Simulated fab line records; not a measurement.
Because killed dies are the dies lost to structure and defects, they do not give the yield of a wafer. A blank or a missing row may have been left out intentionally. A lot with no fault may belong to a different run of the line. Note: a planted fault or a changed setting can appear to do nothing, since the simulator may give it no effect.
A lot that was struck, set against a sound lot | flow gf180mcu | 30 steps out of a route of 602
Sound: the wafers L602.3, L602.4, L602.5. Struck: wafer L595.4 (L595.5, L595.6, from the same lot, were not struck and are left out); the cause is given at the end.
At each step with rows: each side's tool, then ch and its chambers, then its first start. Under that, the readings that differ: sound wafers | struck wafers | difference of the means | sigmas: that difference in standard deviations of wafers without a fault.
alike: readings whose means differ by less than 2 such deviations, and words and numbers that are the same on both sides. not compared: withheld readings, readings that some wafer has no value for, bounds like >300 that may hide the same value, and numbers for which the record gives no deviation and whose values overlap.
The two part at a step that has a row with sigmas, a row that says differs or no value, or rows on one side only. Non-overlapping numbers with no deviation appear without sigmas and do not part them. A reading that every wafer of one side lacks parts them only if that side has two wafers or more.

first, 4 steps without rows for these wafers: GF_M1_SOFTBAKE_10 (time 60 s); GF_M1_EXPOSE_11 (exposes mask Metal1, target cd 230 nm); GF_M1_PEB_12 (peb time 90 s); GF_M1_DEVELOP_13 (develop time 60 s).
GF_M1_CD_MEAS_14: the cd target is 230 nm.
  sound: cd-sem-02 at day 22 08:07; struck: cd-sem-01 at day 19 19:02
  alike: cd-nm
GF_M1_OVL_MEAS_15:
  sound: overlay-01 at day 22 08:12; struck: overlay-01 at day 19 19:07
  alike: M1_OVL
GF_M1_METAL_ETCH_16: etches the open film in Cl2/BCl3, stops on SiO2, target depth 627.5 nm, time 104.6 s.
  sound on rie-metal-02 ch 0,1, day 22 08:16; struck on rie-metal-04 ch 1, day 19 19:10
  reading               | sound             | struck | difference | sigmas
  oes-product-au (a.u.) | 0.964 0.982 0.974 | 0.959  | -0.014     | -2
  alike: drypump-motor-current-A, throttle-valve-pct
  not compared: rf-hours-counter-h
GF_M1_STRIP_17: strips in O2/N2.
  sound on plasma-asher-02 ch 0,1, day 22 08:22; struck on plasma-asher-02 ch 1, day 19 19:16
  alike: drypump-motor-current-A, heater-power-w, oes-product-au, strip-time-to-endpoint-s
  not compared: rf-hours-counter-h
then, 3 steps without rows for these wafers: GF_M1_STRIP_18 (strips in post etch residue remover, time 1200 s); GF_M1_CLEAN_19 (cleans in DIW); GF_V1_CVD_00 (deposits SiO2, target thk 600 nm, time 100 s).
GF_V1_THK_MEAS_01:
  sound: film-metro-04 at day 22 08:58; struck: film-metro-02 at day 19 19:54
  reading            | sound       | struck | difference | sigmas
  V1_CVD_00_THK (nm) | 609 607 605 | 587    | -20        | -2
GF_V1_CVD_02: deposits SiO2 from TEOS, target thk 850 nm, time 94.851 s.
  sound on pecvd-03 ch 0,1, day 22 09:01; struck on pecvd-02 ch 0, day 19 19:58
  alike: heater-power-w
GF_V1_THK_MEAS_03:
  sound: film-metro-01 at day 22 09:06; struck: film-metro-04 at day 19 20:02
  reading            | sound       | struck | difference | sigmas
  V1_CVD_02_THK (nm) | 850 848 856 | 764    | -87        | -6
GF_V1_CMP_04: polishes SiO2.
  sound on cmp-02 ch 2,3, day 22 09:08; struck on cmp-01 ch 0, day 19 20:07
  reading             | sound          | struck | difference | sigmas
  motor-current-A (A) | 13.3 12.4 12.6 | 10.1   | -2.7       | -3
  alike: time-to-endpoint-s
GF_V1_BOW_MEAS_05:
  sound: film-metro-02 at day 22 09:29; struck: film-metro-02 at day 19 20:25
  alike: V1_BOW
then, 8 steps without rows for these wafers: GF_V1_DEHYDRATE_06 (time 60 s); GF_V1_HMDS_07 (prime time 60 s); GF_V1_COAT_08; GF_V1_COAT_09 (resist thk 1000 nm); GF_V1_SOFTBAKE_10 (time 60 s); GF_V1_EXPOSE_11 (exposes mask Via1, target cd 260 nm); GF_V1_PEB_12 (peb time 90 s); GF_V1_DEVELOP_13 (develop time 60 s).
GF_V1_CD_MEAS_14: the cd target is 260 nm.
  sound: cd-sem-02 at day 23 07:56; struck: cd-sem-02 at day 20 20:37
  alike: cd-nm
GF_V1_OVL_MEAS_15:
  sound: overlay-01 at day 23 08:02; struck: overlay-02 at day 20 20:41
  alike: V1_OVL
GF_V1_ETCH_16: etches BARC in N2/H2.
  sound on rie-diel-02 ch 0,2,3, day 23 08:03; struck on rie-diel-02 ch 3, day 20 20:43
  alike: drypump-motor-current-A, oes-product-au, throttle-valve-pct
GF_V1_ETCH_17: etches SiO2 in C4F8/O2/Ar, stops on TiN, target depth 630 nm.
  sound on rie-diel-02 ch 0,2,3; struck on rie-diel-02 ch 3
  reading               | sound             | struck | difference | sigmas
  oes-product-au (a.u.) | 0.858 0.858 0.859 | 0.787  | -0.071     | -15
GF_V1_STRIP_18: strips in O2/N2.
  sound on plasma-asher-03 ch 0,1, day 23 08:13; struck on plasma-asher-03 ch 0, day 20 20:52
  alike: drypump-motor-current-A, heater-power-w, oes-product-au
  not compared: rf-hours-counter-h
next, for these wafers, 1 step has no rows: GF_PASSIVATION_PROBE_99.

== WHERE THEY PART ==
Last at GF_V1_ETCH_17 as far as this record goes, first at GF_M1_METAL_ETCH_16. Later steps at which nothing parts them and some readings are alike: GF_V1_STRIP_18.

WHY: what the simulator had put in
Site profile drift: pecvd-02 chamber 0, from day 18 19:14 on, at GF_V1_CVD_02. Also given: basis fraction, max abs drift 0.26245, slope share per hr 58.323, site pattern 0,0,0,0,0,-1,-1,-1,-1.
